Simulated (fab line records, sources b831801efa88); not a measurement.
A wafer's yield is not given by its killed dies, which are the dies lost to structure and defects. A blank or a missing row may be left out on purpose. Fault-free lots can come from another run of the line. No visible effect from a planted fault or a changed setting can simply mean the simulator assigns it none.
What tool caused it?    flow sfqLine    21 wafers from 7 lots sampled at 2 of the route's 325 steps

## WHAT THE GAUGES READ, wafer by wafer
SFQ_R5_RS_MEAS_933: measurement is done with a four-point probe.
lot   measured      on            R5_MONX_RS (ohm/sq)
L530  day 61 17:35  filmMetro-03  7.14 7.04 7.06
L532  day 62 21:57  filmMetro-03  6.90 7.17 7.07
L536  day 68 17:41  filmMetro-04  6.97 7.02 7.01
L540  day 69 00:51  filmMetro-02  7.04 6.95 6.99
L542  day 69 11:39  filmMetro-03  6.96 7.07 7.00
L549  day 70 23:04  filmMetro-03  6.98 6.99 6.97
L551  day 71 08:38  filmMetro-03  7.07 7.13 7.08

## EACH LOT AND THE TOOL THAT RAN IT (in order: tool; ch and the chambers of the sampled wafers; start)
lot   SFQ_TRILAYER_I4_VIA_STRIP_STRIP_107
L530  rieMetal-02 ch 1, day 55 09:13
L532  rieMetal-02 ch 0,1, day 56 23:32
L536  rieMetal-04 ch 0,1, day 58 23:52
L540  rieMetal-01 ch 0,1, day 59 08:04
L542  rieMetal-01 ch 0,1, day 59 22:28
L549  rieMetal-01 ch 1, day 61 22:22
L551  rieMetal-01 ch 0,1, day 62 06:22
- SFQ_TRILAYER_I4_VIA_STRIP_STRIP_107: strips in O2.

## THE ANSWER, worked out from the rows above alone
Rule: usual is defined by the lots themselves. The widest of any qualifying gaps counts: lots, ordered by their means at a reading, are off when they make up no more than a third of the lots, leave a main group of 4 or more, and stand apart from it by 3 or more times the standard deviation of that group's means. A main group is skipped when, at the precision printed for the reading in the tables above, its means are all equal. Also off: a lot with no number at a reading for which 4 or more lots have one. Where the step has rows for the other lots, those lots are counted as sound.
Nothing can be told from this: no lot is off at any reading shown.

## WHAT THE SIMULATOR HAD PUT IN
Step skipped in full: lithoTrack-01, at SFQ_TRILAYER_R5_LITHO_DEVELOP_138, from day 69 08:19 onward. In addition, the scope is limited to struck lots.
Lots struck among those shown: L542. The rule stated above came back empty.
